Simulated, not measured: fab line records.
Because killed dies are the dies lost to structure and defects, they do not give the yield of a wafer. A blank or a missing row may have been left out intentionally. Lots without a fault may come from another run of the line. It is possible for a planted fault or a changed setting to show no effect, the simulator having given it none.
Matching of chambers || flow sky130 || rie-si-01 running SKY_FIELD_ISO_ETCH_17: 4 sister chambers
The step etches Si in HBr/Cl2/O2, target depth 342 nm, time 97.7 s. 8 wafers are shown with their chamber, then 6 later ones without.

## EACH WAFER AND ITS CHAMBER
{"wafer": "L534.2", "chamber": 1, "drypump-motor-current-A (A)": 5.4, "run-length-s (s)": 126.5}
{"wafer": "L535.5", "chamber": 0, "drypump-motor-current-A (A)": 5.6, "run-length-s (s)": 125.6}
{"wafer": "L546.3", "chamber": 0, "drypump-motor-current-A (A)": 5.7, "run-length-s (s)": 125.3}
{"wafer": "L546.6", "chamber": 1, "drypump-motor-current-A (A)": 5.4, "run-length-s (s)": 126.5}
{"wafer": "L548.1", "chamber": 3, "drypump-motor-current-A (A)": 5.9, "run-length-s (s)": 125.8}
{"wafer": "L548.5", "chamber": 2, "drypump-motor-current-A (A)": 5.2, "run-length-s (s)": 126.5}
{"wafer": "L550.2", "chamber": 3, "drypump-motor-current-A (A)": 5.9, "run-length-s (s)": 125.7}
{"wafer": "L550.3", "chamber": 2, "drypump-motor-current-A (A)": 5.2, "run-length-s (s)": 126.8}

## WAFERS WITH NO CHAMBER GIVEN
{"wafer": "L550.4", "drypump-motor-current-A (A)": 5.4, "run-length-s (s)": 126.8}
{"wafer": "L551.2", "drypump-motor-current-A (A)": 5.7, "run-length-s (s)": 125.5}
{"wafer": "L551.6", "drypump-motor-current-A (A)": 5.1, "run-length-s (s)": 126.3}
{"wafer": "L553.2", "drypump-motor-current-A (A)": 5.7, "run-length-s (s)": 125.5}
{"wafer": "L553.4", "drypump-motor-current-A (A)": 5.3, "run-length-s (s)": 126.6}
{"wafer": "L553.5", "drypump-motor-current-A (A)": 5.3, "run-length-s (s)": 126.9}

## EACH ONE'S CHAMBER
{"wafer": "L550.4", "from the rows above": 1, "in truth": 1}
{"wafer": "L551.2", "from the rows above": 0, "in truth": 0}
{"wafer": "L551.6", "from the rows above": 2, "in truth": 2}
{"wafer": "L553.2", "from the rows above": 0, "in truth": 0}
{"wafer": "L553.4", "from the rows above": "can't be placed: 2 or 1", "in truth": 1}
{"wafer": "L553.5", "from the rows above": "can't be placed: 2 or 1", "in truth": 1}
Placed correctly: 4 of 6. From these rows, 2 cannot be placed; in 2 the true chamber is one of the candidates. Number placed wrongly: 0.
How it was worked out, from the rows above alone: a wafer's distance from a chamber is the root of the sum, over the readings, of the square of ((its reading less the chamber's mean) divided by the reading's scatter). If the next closest chamber is less than 2 further off than the closest, the wafer can't be placed; otherwise it belongs to the closest. For every chamber, the mean is computed from those of its wafers that are shown. The scatter: the root of (the sum of the squares of (reading less its chamber's mean) over the shown wafers, divided by (wafers less chambers)).
